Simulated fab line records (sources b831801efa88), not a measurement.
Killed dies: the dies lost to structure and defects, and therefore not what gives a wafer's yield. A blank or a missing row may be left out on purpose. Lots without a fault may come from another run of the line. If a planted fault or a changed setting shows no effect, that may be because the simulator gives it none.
Shared-tool check || flow sky130 || 30 wafers sampled across 10 lots

WHY IT WAS OPENED
At SKY_SD_N_TW_MEAS_12 the reading SD_N_TW is flagged on 2 of 10 lots. Fault-free wafers read 3970, with a standard deviation of 29.
Rule: a lot is flagged in two cases, either no wafer of it has a number, or all its wafers with numbers fall more than 4 standard deviations from that mean. The other lots count as sound.

{"lot": "L943", "measured": "day 28 09:00", "on": "film_metro-03", "SD_N_TW, wafer by wafer": "4004 4020 3998", "flag": ""}
{"lot": "L946", "measured": "day 29 16:49", "on": "film_metro-04", "SD_N_TW, wafer by wafer": "3976 3961 3936", "flag": ""}
{"lot": "L947", "measured": "day 30 02:34", "on": "film_metro-02", "SD_N_TW, wafer by wafer": "3964 3965 3948", "flag": ""}
{"lot": "L949", "measured": "day 30 03:04", "on": "film_metro-03", "SD_N_TW, wafer by wafer": "4012 3993 4000", "flag": ""}
{"lot": "L951", "measured": "day 31 18:19", "on": "film_metro-02", "SD_N_TW, wafer by wafer": "3969 3931 3949", "flag": ""}
{"lot": "L956", "measured": "day 33 13:57", "on": "film_metro-03", "SD_N_TW, wafer by wafer": "3761 3760 3763", "flag": "FLAGGED"}
{"lot": "L959", "measured": "day 33 15:33", "on": "film_metro-02", "SD_N_TW, wafer by wafer": "3685 3669 3678", "flag": "FLAGGED"}
{"lot": "L960", "measured": "day 33 21:44", "on": "film_metro-02", "SD_N_TW, wafer by wafer": "3954 3922 3927", "flag": ""}
{"lot": "L963", "measured": "day 34 18:02", "on": "film_metro-02", "SD_N_TW, wafer by wafer": "3946 3940 3939", "flag": ""}
{"lot": "L965", "measured": "day 35 09:07", "on": "film_metro-04", "SD_N_TW, wafer by wafer": "3975 3978 3982", "flag": ""}
Average over the flagged lots: 3719; offset from the usual -251, equal to -9 standard deviations.

WHICH TOOL RAN EACH LOT
The record holds 2 process steps before the reading, out of a route of 708 steps. In each cell: the tool, then ch and the chambers that the sampled wafers went through, then the start.
{"lot": "L943", "flag": "", "SKY_SD_N_IMPLANT_09": "implanter-04 ch 0, day 28 08:37", "SKY_SD_N_STRIP_11": "plasma_asher-01 ch 0,1, day 28 08:53"}
{"lot": "L946", "flag": "", "SKY_SD_N_IMPLANT_09": "implanter-04 ch 0, day 29 16:25", "SKY_SD_N_STRIP_11": "plasma_asher-03 ch 1, day 29 16:43"}
{"lot": "L947", "flag": "", "SKY_SD_N_IMPLANT_09": "implanter-03 ch 0, day 30 02:10", "SKY_SD_N_STRIP_11": "plasma_asher-03 ch 0,1, day 30 02:28"}
{"lot": "L949", "flag": "", "SKY_SD_N_IMPLANT_09": "implanter-01 ch 0, day 30 02:41", "SKY_SD_N_STRIP_11": "plasma_asher-04 ch 0,1, day 30 02:59"}
{"lot": "L951", "flag": "", "SKY_SD_N_IMPLANT_09": "implanter-03 ch 0, day 31 17:55", "SKY_SD_N_STRIP_11": "plasma_asher-03 ch 0,1, day 31 18:13"}
{"lot": "L956", "flag": "FLAGGED", "SKY_SD_N_IMPLANT_09": "implanter-04 ch 0, day 33 13:34", "SKY_SD_N_STRIP_11": "plasma_asher-03 ch 0,1, day 33 13:50"}
{"lot": "L959", "flag": "FLAGGED", "SKY_SD_N_IMPLANT_09": "implanter-04 ch 0, day 33 15:12", "SKY_SD_N_STRIP_11": "plasma_asher-03 ch 0,1, day 33 15:28"}
{"lot": "L960", "flag": "", "SKY_SD_N_IMPLANT_09": "implanter-01 ch 0, day 33 21:22", "SKY_SD_N_STRIP_11": "plasma_asher-01 ch 0,1, day 33 21:40"}
{"lot": "L963", "flag": "", "SKY_SD_N_IMPLANT_09": "implanter-03 ch 0, day 34 17:40", "SKY_SD_N_STRIP_11": "plasma_asher-01 ch 0,1, day 34 17:58"}
{"lot": "L965", "flag": "", "SKY_SD_N_IMPLANT_09": "implanter-03 ch 0, day 35 08:44", "SKY_SD_N_STRIP_11": "plasma_asher-01 ch 0,1, day 35 09:01"}
These steps, and what they do:
- SKY_SD_N_IMPLANT_09
- SKY_SD_N_STRIP_11: strips in O2/N2.
- SKY_SD_N_TW_MEAS_12

FLAGGED AGAINST TOTAL, ONE TOOL AT A TIME (gauges that did the reading follow at the end)
{"step": "SKY_SD_N_IMPLANT_09", "tool": "implanter-01", "lots run": 2, "flagged": 0, "share of the flagged lots": "none", "sound lots run after its first flagged lot": "-"}
{"step": "SKY_SD_N_IMPLANT_09", "tool": "implanter-03", "lots run": 4, "flagged": 0, "share of the flagged lots": "none", "sound lots run after its first flagged lot": "-"}
{"step": "SKY_SD_N_IMPLANT_09", "tool": "implanter-04", "lots run": 4, "flagged": 2, "share of the flagged lots": "all", "sound lots run after its first flagged lot": 0}
{"step": "SKY_SD_N_STRIP_11", "tool": "plasma_asher-01", "lots run": 4, "flagged": 0, "share of the flagged lots": "none", "sound lots run after its first flagged lot": "-"}
{"step": "SKY_SD_N_STRIP_11", "tool": "plasma_asher-03", "lots run": 5, "flagged": 2, "share of the flagged lots": "all", "sound lots run after its first flagged lot": 0}
{"step": "SKY_SD_N_STRIP_11", "tool": "plasma_asher-04", "lots run": 1, "flagged": 0, "share of the flagged lots": "none", "sound lots run after its first flagged lot": "-"}
{"step": "SKY_SD_N_TW_MEAS_12", "tool": "film_metro-02", "lots run": 5, "flagged": 1, "share of the flagged lots": "some", "sound lots run after its first flagged lot": "2 (L960,L963)"}
{"step": "SKY_SD_N_TW_MEAS_12", "tool": "film_metro-03", "lots run": 3, "flagged": 1, "share of the flagged lots": "some", "sound lots run after its first flagged lot": 0}
{"step": "SKY_SD_N_TW_MEAS_12", "tool": "film_metro-04", "lots run": 2, "flagged": 0, "share of the flagged lots": "none", "sound lots run after its first flagged lot": "-"}

WHAT THE TABLE ALLOWS
Every flagged lot went through 2 rows of the table: implanter-04 at SKY_SD_N_IMPLANT_09 and plasma_asher-03 at SKY_SD_N_STRIP_11.
- implanter-04 at SKY_SD_N_IMPLANT_09 ran 4 lots, 2 of them flagged. Last sound lot L946 at day 29 16:25, first flagged lot L956 at day 33 13:34; a fault beginning in between fits. Its own readings (dose_ions_cm2, faraday_current_uA) fall more than 4 standard deviations out on all wafers of the flagged lots.
- plasma_asher-03 at SKY_SD_N_STRIP_11 ran 5 lots, 2 of them flagged. Last sound lot L951 at day 31 18:13, first flagged lot L956 at day 33 13:50; a fault beginning in between fits. Its own readings (oes_product_au, strip_time_to_endpoint_s) fall more than 4 standard deviations out on all wafers of the flagged lots.
Because each of these 2 tools fits a fault that began at some hour, counting lots does not separate them. More lots, or a look at what each step does to the wafer, might.

WHAT THE SIMULATOR PUT IN
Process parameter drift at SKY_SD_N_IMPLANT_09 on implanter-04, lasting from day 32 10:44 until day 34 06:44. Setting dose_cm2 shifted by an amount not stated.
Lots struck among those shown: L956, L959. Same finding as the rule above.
